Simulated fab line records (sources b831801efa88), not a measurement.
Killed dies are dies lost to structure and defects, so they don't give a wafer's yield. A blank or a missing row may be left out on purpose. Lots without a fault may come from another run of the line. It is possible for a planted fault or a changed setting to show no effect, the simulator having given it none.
Problem report, 8D (eight disciplines) form, completed by code -- flow sky130 -- the parts of the form that need people (team, actions taken, sign-off) are left out

## 1. THE ISSUE
Wafers free of any fault read 4028 (standard deviation 22) for POLY_GATE_TW at SKY_RES_PROTECT_TW_MEAS_08, against a mean of 3840 on 6 wafers of 2 lots. That puts it -8.5 standard deviations away from the usual mean.
Seen first at day 18 01:08 on film_metro-01, wafer L277.1. At this step, 30 wafers from 10 lots have a number in the record. Rule for "out", or "out of limits": more than 4 standard deviations from the usual mean. Any other wafer with a number is counted as sound.

## 2. WHAT IT IS, AND WHAT IT ISN'T
question,is,is not
which readings at this step,POLY_GATE_TW,-
which lots,"L277, L279","L269, L271, L273, L286, L287, L289, L290, L292"
which wafers of those lots,all that have a number,-
read on which gauges,"film_metro-01, film_metro-04",film_metro-03
when,from day 18 01:08,"up to then (9 sound wafers); but 15 sound wafers of L286, L287, L289, L290, L292 came after"

## 3. THE SUSPECTS, EACH WITH WHAT RULES IT OUT
Counting: any tool at a process step up to the reading is kept as a suspect provided that every lot that is out went through it and no sound lot did after the first of them.
- the gauge at SKY_RES_PROTECT_TW_MEAS_08: ruled out. Those wafers that are out were read across 2 gauges (film_metro-01, film_metro-04).
- implanter-03 at SKY_POLY_GATE_IMPLANT_02: ruled out as a lasting fault. Sound lots L287, L290 ran on it after its first lot that is out, L277 (day 18 00:53).
- plasma_asher-01 at SKY_RES_PROTECT_STRIP_07 (strips in O2/N2): ruled out as a lasting fault. Sound lots L292 ran on it after its first lot that is out, L277 (day 18 01:02).
Left after counting: nothing in the record.

## 4. THE CAUSE (what the simulator had put in)
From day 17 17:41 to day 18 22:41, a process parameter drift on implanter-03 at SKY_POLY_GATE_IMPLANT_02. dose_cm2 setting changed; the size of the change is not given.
The count ruled it out by mistake, since the rule takes a fault to strike every lot its tool runs from the start of the fault on, and this one did not do so.

## 5. THE CHAIN OF EFFECTS, in route order
Each row: a reading where the mean over the struck wafers with a number is more than 3 standard deviations away from the usual. Only readings whose record carries a usual standard deviation are examined. hours: median over the lots of the time between each lot's start at the first step of this table that gives one and its start at this step. sigmas: the change, counted in usual standard deviations.
hours,step,reading,usual,on struck wafers,change,sigmas
0,SKY_POLY_GATE_IMPLANT_02,beam_on_s,34.6 s,17.9,-16.7,-9.8
0,SKY_POLY_GATE_IMPLANT_02,dose_ions_cm2,7.698e+15,4.025e+15,-3.673e+15,-99 or more
0,SKY_POLY_GATE_IMPLANT_02,end_station_pressure_torr,1.11e-05 Torr,1.38e-05,+2.65e-06,+3.6
0,SKY_RES_PROTECT_STRIP_07,oes_product_au,0.518 a.u.,0.551,+0.033,+7.7
0,SKY_RES_PROTECT_STRIP_07,strip_time_to_endpoint_s,23.26 s,20.71,-2.55,-64
0,SKY_RES_PROTECT_TW_MEAS_08,POLY_GATE_TW,4028,3840,-188,-8.5
It contains these process steps:
- SKY_POLY_GATE_IMPLANT_02
- SKY_RES_PROTECT_STRIP_07: strips in O2/N2.
Later measuring or inspecting steps at which every struck wafer that the step has a row for has a number for every such reading, and none has moved that far: SKY_POLY_GATE_THK_MEAS_04.

## 6. HOW IT WOULD HAVE BEEN CAUGHT EARLIER
7 hours passed between the start of the fault at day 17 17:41 and the first reading out of limits at a measuring or inspecting step in this record, taken at day 18 01:08.
The tool's own readings at SKY_POLY_GATE_IMPLANT_02 were out on every struck wafer that the step has a row for (beam_on_s, dose_ions_cm2): an alarm limit on them would have fired on the first of those.
